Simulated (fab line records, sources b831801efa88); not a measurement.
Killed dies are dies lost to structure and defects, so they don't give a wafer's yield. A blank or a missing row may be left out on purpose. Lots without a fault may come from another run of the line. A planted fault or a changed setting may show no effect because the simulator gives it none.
Chamber matching | flow gf180mcu | GF_STI_ETCH_14 on rie_si-02: 4 sister chambers
The step etches Si in HBr/Cl2/O2, target depth 360 nm, time 102.9 s. 4 wafers are shown with their chamber, then 7 later ones without.

WAFERS WITH THEIR CHAMBER
wafer  | chamber | oes_product_au (a.u.)
L398.3 | 1       | 0.993
L399.1 | 2       | 1.011
L401.1 | 3       | 1.014
L401.3 | 0       | 1.033

WAFERS WITHOUT THEIR CHAMBER
wafer  | oes_product_au (a.u.)
L401.5 | 1.016
L411.2 | 1.009
L411.4 | 1.017
L411.5 | 0.997
L418.1 | 1.003
L418.3 | 1.041
L418.6 | 1.003

WHICH CHAMBER EACH WENT THROUGH
wafer  | from the rows above          | in truth
L401.5 | can't be placed: 3 or 2      | 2
L411.2 | can't be placed: 2 or 3      | 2
L411.4 | can't be placed: 3 or 2      | 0
L411.5 | can't be placed: 1 or 2      | 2
L418.1 | can't be placed: 2 or 1 or 3 | 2
L418.3 | 0                            | 0
L418.6 | can't be placed: 2 or 1 or 3 | 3
Placed correctly: 1 of 7. Can't be placed from these rows: 6 (the true chamber is among the candidates in 5). Placed wrongly: 0.
How it was worked out, from the rows above alone: a wafer's distance from a chamber is the root of the sum, over the readings, of the square of ((its reading less the chamber's mean) divided by the reading's scatter). The wafer belongs to the nearest chamber; if the next one is less than 2 further off, it can't be placed. A chamber's mean is the mean of its shown wafers. The scatter: with one shown wafer a chamber, the root of the mean of the squares of how far each hidden wafer lies from its nearest shown one.
